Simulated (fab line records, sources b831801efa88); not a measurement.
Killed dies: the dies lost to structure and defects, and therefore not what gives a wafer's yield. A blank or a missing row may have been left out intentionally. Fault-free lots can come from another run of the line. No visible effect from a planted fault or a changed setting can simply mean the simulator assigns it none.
Problem report in the 8D (eight disciplines) form, filled by code -- flow sky130 -- the parts of the form that need people (team, actions taken, sign-off) are left out

== 1. PROBLEM STATEMENT ==
Wafers with no fault read 0.868 a.u. with a standard deviation of 0.0074, whereas oesProductAu at SKY_METAL4_METAL_ETCH_18 reads a mean of 0.809 a.u. on 1 wafer of 1 lot. Relative to the usual mean, that is a shift of -8.0 standard deviations.
The step: etches the open film in Cl2/BCl3, stops on SiO2, target depth 845 nm, time 183.1 s.
First observed at day 46 04:28: wafer L929.1, on rieMetal-02. Wafers with a number at this step in the record: 33, from 11 lots. Rule for "out" (also "out of limits"): further than 4 standard deviations from the usual mean. The rest of the wafers with a number are treated as sound.

== 2. WHAT IT IS; WHAT IT IS NOT ==
question,is,is not
which readings at this step,oesProductAu,"drypumpMotorCurrentA, throttleValvePct"
which lots,L929,"L914, L917, L918, L919, L921, L922, L923, L925, L926, L928"
which wafers of those lots,L929.1,"L929.2, L929.3"
read on which tools,rieMetal-02,"rieMetal-01, rieMetal-04"
when,from day 46 04:28,up to then (32 sound wafers)

== 3. THE SUSPECTS, EACH WITH WHAT RULES IT OUT ==
Counting: any tool at a process step up to the reading remains a suspect provided it ran every lot that is out. Sound lots after the first of them don't rule it out here, since some wafers of a struck lot are sound.
- pvdSputter-03 at SKY_METAL4_SPUTTER_00 (material Ti, target thk 15 nm, time 10 s): kept. It processed L929, the lot that is out, at day 44 08:53, and its most recent sound lot before then was L925 at day 43 12:26.
- pvdSputter-03 at SKY_METAL4_SPUTTER_04 (material TiN, target thk 70 nm, time 58.3 s): kept. It processed L929, the lot that is out, at day 44 08:59, and its most recent sound lot before then was L925 at day 43 12:32.
- rieMetal-02 at SKY_METAL4_METAL_ETCH_18 (etches the open film in Cl2/BCl3, stops on SiO2, target depth 845 nm, time 183.1 s): kept. It processed L929, the lot that is out, at day 46 04:28, and its most recent sound lot before then was L926 at day 45 12:11. Its own oesProductAu readings are out on those wafers.
- Within rieMetal-02 at SKY_METAL4_METAL_ETCH_18, the wafers that are out were processed in chamber 0 and their sound lot-mates in chamber 1.
After the count, these remain: pvdSputter-03 at SKY_METAL4_SPUTTER_00, pvdSputter-03 at SKY_METAL4_SPUTTER_04 and rieMetal-02 at SKY_METAL4_METAL_ETCH_18.

== 4. THE CAUSE (what the simulator had put in) ==
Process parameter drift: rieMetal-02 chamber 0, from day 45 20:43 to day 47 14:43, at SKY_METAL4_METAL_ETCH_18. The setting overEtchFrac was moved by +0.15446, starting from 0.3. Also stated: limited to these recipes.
Of the 3 suspects that counting leaves, this tool is one.

== 5. THE EFFECT CHAIN, in route order ==
Each row: a reading whose mean over the struck wafers that have a number lies more than 3 standard deviations from the usual. Readings are gone through only where the record gives a usual standard deviation; hours: the median, over the lots, of the time from a lot's start at the first step in this table giving one to that lot's start at this step; sigmas: the change measured in usual standard deviations.
hours,step,reading,usual,on struck wafers,change,sigmas
0,SKY_METAL4_METAL_ETCH_18,oesProductAu,0.868 a.u.,0.809,-0.059,-8.0
0,SKY_METAL4_STRIP_19,oesProductAu,0.505 a.u.,0.464,-0.041,-6.9
0,SKY_METAL4_STRIP_19,stripTimeToEndpointS,6.59 s,5.84,-0.75,-8.7
Its process steps:
- SKY_METAL4_METAL_ETCH_18: etches the open film in Cl2/BCl3, stops on SiO2, target depth 845 nm, time 183.1 s.
- SKY_METAL4_STRIP_19: strips in O2/N2.
At these later measuring or inspecting steps, every struck wafer for which the step has a row has a number for every such reading, and none has moved that far: SKY_VIA4_OVL_MEAS_11.

== 6. HOW IT WOULD HAVE BEEN CAUGHT EARLIER ==
8 hours passed between the start of the fault at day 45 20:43 and the first reading out of limits in this record, taken at day 46 04:28.
